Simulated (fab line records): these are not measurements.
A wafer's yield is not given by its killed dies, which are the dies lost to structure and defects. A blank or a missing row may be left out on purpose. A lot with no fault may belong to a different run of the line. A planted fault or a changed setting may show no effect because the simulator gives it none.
fab line records    flow gf180mcu    part 1 of 2: steps 1 to 29 of 42
record lots=5  wafers=15  last_day=34
route steps=602 shown STI@14 DNWELL@32 NWELL@42 LVPWELL@54
lots with no fault: from the same line, run without faults
start_h: hours from the record's opening day to when the first of the lot's shown wafers began    wait_h: how many hours have passed since the lot's step before this one    " unchanged from the row above    L1.1+2: a single row standing in for several wafers    - no value, or no start was given    * or withheld: withheld    < > ~ a bound
route shown NAME@n: a module of which the file shows steps, and the number in the route of the first    usual: mean and standard deviation over wafers with no fault    same: alike in all rows    chamber/n: place in a boat    sites: each site's reading    _std_site: the values' standard deviation    _edge_site: outer sites' mean less inner sites'    radius_mm: how far each site lies from the wafer's centre    mask NAME#n: copy n    behind: the last tool/chamber to shape the wafer    hold: cause of the lot's hold/its duration in hours/its outcome    device: whichever transistor did not switch (one of n, p or np)    end of line: tests run on the same wafers once the route is complete    step lacking rows: just its recipe    killed: at the first sort, the dies lost to defects and structure; wafer yield is something else    map: the dies of a wafer, with x for killed, . for not killed, _ for no die there
set.NAME: setting as actually run; set.NAME@STEP: the setting as run at that earlier step    model.NAME: the simulator's own value behind a step, which no gauge read
lots at selected steps of the route; one table per step, one row per wafer
services: when a tool's chamber went out of use (start_h, in hours from the record's first day, below 0 if earlier), for how many hours, and the reason
## steps
# step GF_STI_ETCH_13
# recipe chemistry=CHF3/O2  stop_on=Si  over_etch_frac=0.3  target_depth_a=2823.1  source_w=600  bias_w=200  pressure_mtorr=40  chf3_flow_sccm=50  O2_flow_sccm=5  time_s=112.9
# usual drypump_motor_current_A=5.83/0.28  oes_product_au=0.833/0.0071  rf_fwd_power_W=596.8/2.3  throttle_valve_pct=8.810/0.0092
lot.wafer  tool         chamber  start_h  wait_h  drypump_motor_current_A  oes_product_au  rf_fwd_power_W  rf_hours_counter_h  throttle_valve_pct
L074.2     rie_diel-03  2        25.61    0.1     5.86                     0.841           596.1           54                  8.806
L074.3     "            0        "        "       5.51                     0.837           598.6           104                 8.809
L074.5     "            2        "        "       5.84                     0.841           598.9           -                   8.816
L075.1     rie_diel-03  1        31.63    0.1     5.69                     0.830           597.0           7                   8.809
L075.2     "            2        "        "       5.91                     0.834           596.7           54                  8.806
L075.5     "            3        "        "       5.83                     0.832           597.8           -                   8.812
L082.2     rie_diel-03  3        66.87    0.1     5.83                     0.837           596.5           103                 8.796
L082.3     "            0        "        "       5.50                     0.837           598.5           105                 8.803
L082.6     "            2        "        "       5.87                     0.833           593.5           -                   8.815
L085.3     rie_diel-01  2        81.72    0.1     5.92                     0.836           593.1           69                  8.806
L085.5     "            3        "        "       5.67                     0.830           598.8           -                   8.807
L085.6     "            2        "        "       5.92                     0.830           597.1           -                   8.822
L096.3     rie_diel-04  3        138.58   0.1     5.69                     0.838           599.3           49                  8.814
L096.4     "            3        "        "       5.73                     0.840           598.0           -                   8.804
L096.6     "            2        "        "       6.26                     0.836           595.5           -                   8.815
# step GF_STI_ETCH_14
# recipe target=Si  chemistry=HBr/Cl2/O2  target_depth_nm=360  icp_w=600  bias_w=150  pressure_mtorr=15  HBr_flow_sccm=150  Cl2_flow_sccm=40  O2_flow_sccm=6  time_s=102.9
# usual drypump_motor_current_A=5.4/0.46  oes_product_au=0.996/0.0093  rf_fwd_power_W=596.1/2.2  throttle_valve_pct=25.658/0.01
lot.wafer  tool       chamber  start_h  wait_h  drypump_motor_current_A  oes_product_au  rf_fwd_power_W  rf_hours_counter_h  throttle_valve_pct
L074.2     rie_si-01  0        25.69    0.0     5.8                      0.981           597.3           4                   25.676
L074.3     "          1        "        "       5.8                      1.009           597.7           154                 25.659
L074.5     "          0        "        "       5.8                      0.992           596.9           -                   25.652
L075.1     rie_si-02  3        31.71    0.0     5.1                      0.998           592.1           127                 25.650
L075.2     "          1        "        "       5.3                      0.999           594.9           43                  25.668
L075.5     "          0        "        "       6.1                      0.998           593.4           -                   25.673
L082.2     rie_si-01  2        66.95    0.0     5.2                      0.997           595.9           2                   25.643
L082.3     "          0        "        "       5.8                      0.988           594.9           5                   25.662
L082.6     "          0        "        "       5.8                      0.995           595.0           -                   25.646
L085.3     rie_si-02  1        81.80    0.0     5.4                      1.004           598.4           44                  25.652
L085.5     "          3        "        "       5.1                      0.990           596.6           -                   25.664
L085.6     "          2        "        "       4.8                      1.007           598.7           -                   25.657
L096.3     rie_si-01  0        138.66   0.0     5.8                      0.978           595.6           5                   25.679
L096.4     "          1        "        "       5.7                      1.031           599.2           1                   25.636
L096.6     "          2        "        "       5.2                      1.001           596.9           -                   25.645
# step GF_STI_STRIP_15
# recipe chemistry=O2/N2  power_w=1400  pressure_mtorr=1500  platen_temp_c=250  o2_flow_sccm=3000  n2_flow_sccm=300  overash_fraction=0.5
# usual drypump_motor_current_A=5.9/0.56  heater_power_w=324/17  oes_product_au=0.384/0.0046  strip_time_to_endpoint_s=3.72/0.039
lot.wafer  tool             chamber  start_h  wait_h  drypump_motor_current_A  heater_power_w  oes_product_au  rf_hours_counter_h  strip_time_to_endpoint_s
L074.2     plasma_asher-02  0        25.76    0.0     6.6                      327             0.384           35                  3.72
L074.3     "                0        "        "       6.5                      330             0.386           -                   3.67
L074.5     "                0        "        "       6.6                      325             0.394           -                   3.73
L075.1     plasma_asher-01  1        31.78    0.0     5.3                      355             0.391           40                  3.72
L075.2     "                0        "        "       5.3                      320             0.380           40                  3.71
L075.5     "                0        "        "       5.3                      318             0.385           -                   3.68
L082.2     plasma_asher-03  0        67.03    0.0     5.5                      338             0.382           26                  3.60
L082.3     "                1        "        "       6.6                      335             0.380           -                   3.69
L082.6     "                1        "        "       6.5                      335             0.374           -                   3.69
L085.3     plasma_asher-01  1        81.91    0.1     5.3                      349             0.383           -                   3.73
L085.5     "                1        "        "       5.3                      349             0.379           -                   3.73
L085.6     "                0        "        "       5.2                      321             0.392           -                   3.75
L096.3     plasma_asher-02  0        138.76   0.1     6.5                      328             0.384           -                   3.82
L096.4     "                1        "        "       5.5                      294             0.378           -                   3.76
L096.6     "                0        "        "       6.6                      325             0.372           -                   3.79
# step GF_STI_CLEAN_16
# recipe chemistry=dHF  time_s=25  dilution=100:1
lot.wafer   tool          chamber  start_h  wait_h
L074.2+3+5  wet_bench-02  3        25.86    0.1
L075.1+2+5  wet_bench-04  3        31.88    0.1
L082.2+3+6  wet_bench-02  3        67.13    0.1
L085.3+5+6  wet_bench-02  1        81.98    0.0
L096.3+4+6  wet_bench-03  2        138.83   0.0
# step GF_STI_WET_ETCH_17
# recipe chemistry=H3PO4  target_depth_nm=45  temp_c=160  target=Si3N4  time_s=514
lot.wafer   tool          chamber  start_h  wait_h
L074.2+3+5  wet_bench-04  2        25.88    0.0
L075.1+2+5  wet_bench-02  1        31.90    0.0
L082.2+3+6  wet_bench-04  1        67.14    0.0
L085.3+5+6  wet_bench-03  3        81.99    0.0
L096.3+4+6  wet_bench-02  1        138.85   0.0
# step GF_STI_CLEAN_18
# recipe chemistry=SC1/SC2  mix=1:4:20  temp_c=70  time_s=150
lot.wafer   tool          chamber  start_h  wait_h
L074.2+3+5  wet_bench-02  3        26.03    0.0
L075.1+2+5  wet_bench-03  2        32.05    0.0
L082.2+3+6  wet_bench-03  3        67.29    0.0
L085.3+5+6  wet_bench-02  0        82.14    0.0
L096.3+4+6  wet_bench-03  3        139.00   0.0
# step GF_STI_CLEAN_19
# recipe chemistry=dHF  time_s=20  dilution=100:1
lot.wafer   tool          chamber  start_h  wait_h
L074.2+3+5  wet_bench-04  3        26.08    0.0
L075.1+2+5  wet_bench-04  1        32.10    0.0
L082.2+3+6  wet_bench-02  3        67.34    0.0
L085.3+5+6  wet_bench-03  3        82.19    0.0
L096.3+4+6  wet_bench-02  1        139.05   0.0
# step GF_STI_WET_ETCH_20
# recipe chemistry=dHF  dilution=100:1  target_depth_nm=20  temp_c=25  dry=ipa_marangoni  target=SiO2  time_s=400
lot.wafer   tool          chamber  start_h  wait_h
L074.2+3+5  wet_bench-02  2        26.10    0.0
L075.1+2+5  wet_bench-02  0        32.12    0.0
L082.2+3+6  wet_bench-04  0        67.36    0.0
L085.3+5+6  wet_bench-02  1        82.21    0.0
L096.3+4+6  wet_bench-03  0        139.06   0.0
# step GF_STI_OXIDATION_21
# recipe temp_c=1000  ambient=O2  stabilise_s=600  purge_s=300  target_thk_a=150  ox_time_s=458
# usual spike_tc_top_C=1012.1/2.2  zone_power_lower_pct=26.7/2.6  zone_power_upper_pct=23.2/1.4
lot.wafer  tool        chamber  start_h  wait_h  spike_tc_top_C  zone_power_lower_pct  zone_power_upper_pct
L074.2     furnace-01  0        26.27    0.1     1009.7          23.0                  21.2
L074.3     "           0        "        "       1010.2          22.8                  21.6
L074.5     "           0        "        "       1009.9          23.2                  21.3
L075.1     furnace-02  0        32.24    0.0     1014.1          28.8                  24.3
L075.2     "           0        "        "       1015.2          28.4                  24.1
L075.5     "           0        "        "       1013.7          28.1                  24.0
L082.2     furnace-02  0        67.96    0.5     1012.3          28.6                  23.8
L082.3     "           0        "        "       1012.0          28.3                  24.3
L082.6     "           0        "        "       1014.1          28.7                  24.2
L085.3     furnace-02  0        82.33    0.0     1013.2          28.2                  24.6
L085.5     "           0        "        "       1013.8          28.4                  23.9
L085.6     "           0        "        "       1012.9          28.7                  24.2
L096.3     furnace-02  0        140.30   1.1     1013.7          28.3                  24.0
L096.4     "           0        "        "       1013.0          28.8                  24.1
L096.6     "           0        "        "       1013.8          28.2                  24.0
# step GF_STI_THK_MEAS_22
# recipe reads=SiO2_of_STI_OXIDATION_21
# usual STI_OXIDATION_01_THK=15.02/0.27
lot.wafer  tool           chamber  start_h  wait_h  STI_OXIDATION_01_THK[nm]
L074.2     film_metro-04  -        27.41    0.0     15.50
L074.3     "              -        "        "       15.45
L074.5     "              -        "        "       15.42
L075.1     film_metro-04  -        33.36    0.0     14.93
L075.2     "              -        "        "       15.06
L075.5     "              -        "        "       14.89
L082.2     film_metro-01  -        69.10    0.0     15.01
L082.3     "              -        "        "       15.33
L082.6     "              -        "        "       15.00
L085.3     film_metro-01  -        83.47    0.0     14.93
L085.5     "              -        "        "       15.05
L085.6     "              -        "        "       15.18
L096.3     film_metro-04  -        141.45   0.0     15.09
L096.4     "              -        "        "       15.06
L096.6     "              -        "        "       15.16
# step GF_STI_CVD_23
# recipe material=SiO2  target_thk_nm=650  sigma_open_frac=0.3  time_s=108.3  temp_c=600  sih4_flow_sccm=60  pressure_mtorr=6
# usual pressure_mtorr=5.998/0.012
lot.wafer  tool       chamber  start_h  wait_h  pressure_mtorr
L074.2     hdpcvd-01  2        27.46    0.0     6.003
L074.3     "          0        "        "       5.997
L074.5     "          2        "        "       6.016
L075.1     hdpcvd-02  0        33.42    0.1     6.001
L075.2     "          2        "        "       5.987
L075.5     "          0        "        "       5.995
L082.2     hdpcvd-01  2        69.15    0.0     6.021
L082.3     "          1        "        "       5.991
L082.6     "          0        "        "       6.007
L085.3     hdpcvd-02  0        83.51    0.0     6.012
L085.5     "          2        "        "       5.997
L085.6     "          0        "        "       6.012
L096.3     hdpcvd-02  2        141.49   0.0     6.018
L096.4     "          0        "        "       6.019
L096.6     "          1        "        "       6.010
# step GF_STI_THK_MEAS_24
# recipe reads=SiO2_of_STI_CVD_23
# usual STI_CVD_23_THK=650/6.6
lot.wafer  tool           chamber  start_h  wait_h  STI_CVD_23_THK[nm]
L074.2     film_metro-02  -        27.54    0.0     649
L074.3     "              -        "        "       648
L074.5     "              -        "        "       647
L075.1     film_metro-02  -        33.50    0.0     654
L075.2     "              -        "        "       641
L075.5     "              -        "        "       648
L082.2     film_metro-02  -        69.24    0.0     643
L082.3     "              -        "        "       650
L082.6     "              -        "        "       646
L085.3     film_metro-01  -        83.61    0.1     663
L085.5     "              -        "        "       655
L085.6     "              -        "        "       672
L096.3     film_metro-02  -        141.58   0.1     657
L096.4     "              -        "        "       645
L096.6     "              -        "        "       641
# step GF_STI_CMP_25
# recipe stop_on=Si3N4  t_overpolish_s=33  down_force_psi=4  platen_rpm=60  target_thk_nm=524.6  pad_velocity_m_s=0.94248
# usual edge_zone_pressure_frac=1.000/0.0051  head_pressure_psi=3.999/0.0083  motor_current_A=11.9/1.2  overpolish_run_s=33.000/0.0091  time_to_endpoint_s=127/5.5
lot.wafer  tool    chamber  start_h  wait_h  edge_zone_pressure_frac  head_pressure_psi  motor_current_A  overpolish_run_s  time_to_endpoint_s
L074.2     cmp-01  0        27.59    0.0     1.006                    3.992              12.8             33.003            124
L074.3     "       1        "        "       0.998                    4.000              13.5             33.007            131
L074.5     "       0        "        "       1.004                    3.990              13.4             32.993            124
L075.1     cmp-01  1        33.61    0.1     1.000                    3.998              14.0             32.993            137
L075.2     "       3        "        "       0.997                    4.004              10.3             32.993            126
L075.5     "       1        "        "       1.000                    3.986              13.6             32.982            135
L082.2     cmp-01  1        69.34    0.1     1.002                    3.996              13.4             32.998            130
L082.3     "       2        "        "       1.003                    4.000              11.5             33.000            128
L082.6     "       1        "        "       1.001                    4.000              13.7             32.999            131
L085.3     cmp-01  0        83.65    0.0     0.997                    4.003              12.9             33.009            126
L085.6     "       0        "        "       1.000                    3.995              12.3             32.999            130
L085.5     "       1        "        "       1.003                    4.007              13.8             33.022            132
L096.4     cmp-02  2        141.62   0.0     1.010                    4.000              13.1             32.999            122
L096.3     "       0        "        "       0.996                    3.991              11.4             32.986            117
L096.6     "       3        "        "       1.006                    3.996              12.5             32.990            130
# step GF_STI_WET_ETCH_26
# recipe chemistry=dHF  target_depth_nm=94  target=SiO2  temp_c=25  dilution=10:1  time_s=188
lot.wafer   tool          chamber  start_h  wait_h
L074.2+3+5  wet_bench-02  3        27.89    0.2
L075.1+2+5  wet_bench-03  1        33.86    0.2
L082.2+3+6  wet_bench-04  2        69.59    0.2
L085.3+5+6  wet_bench-03  0        84.00    0.3
L096.3+4+6  wet_bench-04  3        141.92   0.1
# step GF_STI_WET_ETCH_27
# recipe chemistry=H3PO4  target_depth_nm=160  target=Si3N4  temp_c=160  time_s=1825
lot.wafer   tool          chamber  start_h  wait_h
L074.2+3+5  wet_bench-02  0        27.95    0.0
L075.1+2+5  wet_bench-04  1        33.93    0.0
L082.2+3+6  wet_bench-03  3        69.65    0.0
L085.3+5+6  wet_bench-02  3        84.06    0.0
L096.3+4+6  wet_bench-03  1        141.98   0.0
# step GF_STI_WET_ETCH_28
# recipe chemistry=dHF  target_depth_nm=20  dry=ipa_marangoni  target=SiO2  temp_c=25  dilution=10:1  time_s=40
lot.wafer   tool          chamber  start_h  wait_h
L074.2+3+5  wet_bench-03  3        28.47    0.0
L075.1+2+5  wet_bench-03  0        34.45    0.0
L082.2+3+6  wet_bench-04  2        70.17    0.0
L085.3+5+6  wet_bench-03  2        84.58    0.0
L096.3+4+6  wet_bench-04  2        142.50   0.0
# step GF_STI_OXIDATION_29
# recipe temp_c=900  ambient=O2  stabilise_s=600  purge_s=300  target_thk_a=100  ox_time_s=1418
# usual spike_tc_top_C=911.5/2.3  zone_power_lower_pct=19.6/2.1  zone_power_upper_pct=17.5/1.1
lot.wafer  tool        chamber  start_h  wait_h  spike_tc_top_C  zone_power_lower_pct  zone_power_upper_pct
L074.2     furnace-02  0        28.49    0.0     914.5           22.7                  18.9
L074.3     "           0        "        "       913.3           22.8                  19.1
L074.5     "           0        "        "       915.5           22.4                  18.9
L075.1     furnace-02  0        34.47    0.0     916.0           22.6                  19.0
L075.2     "           0        "        "       914.8           21.9                  19.2
L075.5     "           0        "        "       914.2           22.0                  19.2
L082.2     furnace-01  0        71.15    1.0     909.4           18.3                  16.8
L082.3     "           0        "        "       909.6           18.2                  16.6
L082.6     "           0        "        "       909.6           18.5                  16.8
L085.3     furnace-01  0        84.60    0.0     909.8           18.1                  16.8
L085.5     "           0        "        "       909.9           18.1                  16.7
L085.6     "           0        "        "       912.3           18.2                  16.7
L096.3     furnace-02  0        142.52   0.0     914.6           22.7                  19.1
L096.4     "           0        "        "       915.0           22.8                  19.0
L096.6     "           0        "        "       916.1           22.5                  19.2
# step GF_STI_THK_MEAS_30
# recipe reads=SiO2_of_STI_OXIDATION_29
# usual STI_OXIDATION_02_THK=9.97/0.23
lot.wafer  tool           chamber  start_h  wait_h  STI_OXIDATION_02_THK[nm]
L074.2     film_metro-04  -        29.89    0.0     10.15
L074.3     "              -        "        "       10.19
L074.5     "              -        "        "       10.04
L075.1     film_metro-02  -        35.87    0.0     10.08
L075.2     "              -        "        "       10.10
L075.5     "              -        "        "       10.18
L082.2     film_metro-04  -        72.56    0.0     10.00
L082.3     "              -        "        "       9.94
L082.6     "              -        "        "       9.90
L085.3     film_metro-04  -        86.01    0.0     9.86
L085.5     "              -        "        "       9.76
L085.6     "              -        "        "       9.96
L096.3     film_metro-01  -        143.93   0.0     10.14
L096.4     "              -        "        "       10.12
L096.6     "              -        "        "       9.97
# step GF_DNWELL_DEHYDRATE_00
# recipe temp_c=200  time_s=60
lot.wafer   tool            chamber  start_h  wait_h
L074.2+3+5  litho_track-02  0        35.96    6.1
L075.1+2+5  litho_track-01  0        41.36    5.5
L082.2+3+6  litho_track-01  0        78.88    6.3
L085.3+5+6  litho_track-01  0        92.76    6.7
L096.3+4+6  litho_track-01  0        151.26   7.3
# step GF_DNWELL_HMDS_01
# recipe prime_time_s=60  prime_temp_c=120
# same prime_time_s=60
lot.wafer   tool            chamber  start_h  wait_h
L074.2+3+5  litho_track-02  0        36.11    0.1
L075.1+2+5  litho_track-01  0        41.51    0.1
L082.2+3+6  litho_track-01  0        79.03    0.1
L085.3+5+6  litho_track-01  0        92.91    0.1
L096.3+4+6  litho_track-01  0        151.41   0.1
# step GF_DNWELL_COAT_02
# recipe spin_rpm=2000  resist_thk_nm=3000
lot.wafer   tool            chamber  start_h  wait_h
L074.2+3+5  litho_track-02  0        36.26    0.1
L075.1+2+5  litho_track-01  0        41.66    0.1
L082.2+3+6  litho_track-01  0        79.18    0.1
L085.3+5+6  litho_track-01  0        93.06    0.1
L096.3+4+6  litho_track-01  0        151.56   0.1
# step GF_DNWELL_SOFTBAKE_03
# recipe temp_c=110  time_s=withheld
lot.wafer   tool            chamber  start_h  wait_h
L074.2+3+5  litho_track-02  0        36.42    0.1
L075.1+2+5  litho_track-01  0        41.81    0.1
L082.2+3+6  litho_track-01  0        79.34    0.1
L085.3+5+6  litho_track-01  0        93.22    0.1
L096.3+4+6  litho_track-01  0        151.72   0.1
# step GF_DNWELL_EXPOSE_04
# recipe mask_id=DNWELL  target_cd_nm=1700  na=0.6  source_shape=conventional  sigma_outer=0.6  dose_mj=260
lot.wafer   tool              chamber  start_h  wait_h  mask
L074.2+3+5  iline_stepper-02  0        -        -       DNWELL#0
L075.1+2+5  iline_stepper-01  0        -        -       DNWELL#0
L082.2+3+6  iline_stepper-01  0        -        -       DNWELL#0
L085.3+5+6  iline_stepper-01  0        -        -       DNWELL#0
L096.3+4+6  iline_stepper-02  0        -        -       DNWELL#0
# step GF_DNWELL_PEB_05
# recipe temp_c=115  time_s=withheld
lot.wafer   tool            chamber  start_h  wait_h
L074.2+3+5  litho_track-02  0        -        -
L075.1+2+5  litho_track-02  0        -        -
L082.2+3+6  litho_track-01  0        -        -
L085.3+5+6  litho_track-02  0        -        -
L096.3+4+6  litho_track-01  0        -        -
# step GF_DNWELL_DEVELOP_06
# recipe wall_angle_deg=90  develop_time_s=60  dev_temp_c=23
lot.wafer   tool            chamber  start_h  wait_h
L074.2+3+5  litho_track-02  0        -        -
L075.1+2+5  litho_track-02  0        -        -
L082.2+3+6  litho_track-01  0        -        -
L085.3+5+6  litho_track-02  0        -        -
L096.3+4+6  litho_track-01  0        -        -
# step GF_DNWELL_IMPLANT_07
# recipe species=P  energy_kev=1500  dose_cm2=1e+13  tilt_deg=0
# usual faraday_current_uA=56.4/1.1
# same implant_ion_amu=31
lot.wafer  tool          chamber  start_h  wait_h  faraday_current_uA
L074.2     implanter-04  0        42.16    -       56.3
L074.3     "             0        "        "       57.0
L074.5     "             0        "        "       56.3
L075.1     implanter-03  0        48.19    -       56.7
L075.2     "             0        "        "       57.8
L075.5     "             0        "        "       55.1
L082.2     implanter-04  0        86.28    -       58.5
L082.3     "             0        "        "       57.5
L082.6     "             0        "        "       59.1
L085.3     implanter-02  0        100.53   -       56.1
L085.5     "             0        "        "       57.0
L085.6     "             0        "        "       54.7
L096.3     implanter-04  0        159.21   -       57.4
L096.4     "             0        "        "       56.1
L096.6     "             0        "        "       56.8
# step GF_DNWELL_STRIP_08
# recipe chemistry=O2/N2  power_w=1400  pressure_mtorr=1500  platen_temp_c=250  o2_flow_sccm=3000  n2_flow_sccm=300  overash_fraction=0.5
# usual drypump_motor_current_A=5.6/0.53  heater_power_w=330/10  oes_product_au=0.722/0.0047  strip_time_to_endpoint_s=36.93/0.087
lot.wafer  tool             chamber  start_h  wait_h  drypump_motor_current_A  heater_power_w  oes_product_au  rf_hours_counter_h  strip_time_to_endpoint_s
L074.2     plasma_asher-04  1        42.29    0.1     4.9                      320             0.728           38                  36.99
L074.3     "                1        "        "       4.9                      320             0.725           -                   36.88
L074.5     "                1        "        "       4.9                      325             0.724           -                   37.00
L075.1     plasma_asher-04  0        48.34    0.1     5.7                      334             0.714           39                  36.93
L075.2     "                1        "        "       4.9                      325             0.725           39                  36.79
L075.5     "                0        "        "       5.7                      329             0.720           -                   36.87
L082.2     plasma_asher-04  0        86.41    0.1     5.7                      322             0.725           43                  36.95
L082.3     "                1        "        "       4.9                      319             0.713           -                   37.10
L082.6     "                0        "        "       5.7                      328             0.722           -                   36.96
L085.3     plasma_asher-01  1        100.67   0.1     5.3                      347             0.719           -                   36.95
L085.5     "                1        "        "       5.3                      354             0.724           -                   36.98
L085.6     "                0        "        "       5.3                      315             0.728           -                   37.00
L096.3     plasma_asher-04  0        159.34   0.1     5.7                      329             0.711           -                   37.08
L096.4     "                1        "        "       4.9                      328             0.719           -                   37.05
L096.6     "                1        "        "       4.9                      329             0.719           -                   37.11
# step GF_DNWELL_TW_MEAS_09
# usual DNWELL_TW=1343/16
lot.wafer  tool           chamber  start_h  wait_h  DNWELL_TW
L074.2     film_metro-04  -        42.40    0.1     1333
L074.3     "              -        "        "       1329
L074.5     "              -        "        "       1335
L075.1     film_metro-03  -        48.44    0.1     1354
L075.2     "              -        "        "       1349
L075.5     "              -        "        "       1345
L082.2     film_metro-01  -        86.52    0.1     1369
L082.3     "              -        "        "       1362
L082.6     "              -        "        "       1363
L085.3     film_metro-04  -        100.75   0.1     1323
L085.5     "              -        "        "       1315
L085.6     "              -        "        "       1325
L096.3     film_metro-03  -        159.43   0.1     1342
L096.4     "              -        "        "       1344
L096.6     "              -        "        "       1345
# step GF_NWELL_DEHYDRATE_00
# recipe temp_c=200  time_s=60
lot.wafer   tool            chamber  start_h  wait_h
L074.2+3+5  litho_track-03  0        48.42    6.0
L075.1+2+5  litho_track-04  0        53.75    5.3
L082.2+3+6  litho_track-03  0        93.12    6.6
L085.3+5+6  litho_track-03  0        107.24   6.5
L096.3+4+6  litho_track-03  0        167.04   7.6
